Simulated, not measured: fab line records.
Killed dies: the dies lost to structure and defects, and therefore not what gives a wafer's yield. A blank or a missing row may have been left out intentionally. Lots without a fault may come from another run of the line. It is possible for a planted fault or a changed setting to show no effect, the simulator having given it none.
What tool caused it? ; flow gf180mcu ; 33 wafers from 11 lots sampled at 2 of the route's 602 steps

WHAT THE GAUGES READ, wafer by wafer
GF_V4_RS_MEAS_24: a four-point-probe measurement.
lot;measured;on;V4_W_RS (ohm/sq)
L231;day 24 18:22;film metro-01;0.329 0.328 0.325
L236;day 26 17:01;film metro-03;0.370 0.367 0.367
L234;day 26 17:56;film metro-02;0.371 0.366 0.368
L237;day 27 03:31;film metro-02;0.366 0.370 0.368
L243;day 29 07:28;film metro-02;0.325 0.320 0.322
L246;day 30 04:11;film metro-01;0.330 0.329 0.333
L247;day 30 07:10;film metro-03;0.328 0.322 0.331
L248;day 30 20:40;film metro-01;0.328 0.328 0.322
L249;day 30 21:51;film metro-02;0.327 0.326 0.327
L250;day 31 04:42;film metro-01;0.325 0.323 0.327
L252;day 31 16:49;film metro-03;0.324 0.328 0.329

TOOL THAT RAN EACH LOT (tool first, then ch and the chambers of the sampled wafers, then the start)
lot;GF_V4_CVD_23
L231;cvd w-01 ch 0,1, day 24 18:16
L236;cvd w-02 ch 0,1, day 26 16:50
L234;cvd w-02 ch 0,1, day 26 17:48
L237;cvd w-02 ch 0,1, day 27 03:24
L243;cvd w-02 ch 0, day 29 07:21
L246;cvd w-01 ch 0,1, day 30 04:04
L247;cvd w-02 ch 0,1, day 30 07:02
L248;cvd w-01 ch 0,1, day 30 20:32
L249;cvd w-02 ch 0,1, day 30 21:44
L250;cvd w-01 ch 0,1, day 31 04:35
L252;cvd w-02 ch 0,1, day 31 16:43
- GF_V4_CVD_23: deposits W, target thk 350 nm, time 104.9 s.

THE ANSWER, worked out from the rows above alone
Rule: usual is defined by the lots themselves. Put in order of their means at a reading, lots are off if they are a third of the lots or fewer, leave a main group of 4 or more, and stand apart from it by a gap of 3 or more times the standard deviation of the main group's means; of several such gaps the widest counts. If all means in a main group match to the digits the tables above print for the reading, that group is not used. A lot without any number at a reading at which 4 lots or more have one is off too. The other lots that the step has rows for count as sound.
Off: L236, L234, L237, at GF_V4_RS_MEAS_24 (V4_W_RS). The main group: mean 0.327 ohm/sq, standard deviation 0.0022.
A tool fits if, at a process step before that reading, it ran every lot that is off, and no sound lot after the first of them. Those tools and the gauges at GF_V4_RS_MEAS_24 are tried in the same way. No candidate that was tried fits.

WHAT WAS PUT IN BY THE SIMULATOR
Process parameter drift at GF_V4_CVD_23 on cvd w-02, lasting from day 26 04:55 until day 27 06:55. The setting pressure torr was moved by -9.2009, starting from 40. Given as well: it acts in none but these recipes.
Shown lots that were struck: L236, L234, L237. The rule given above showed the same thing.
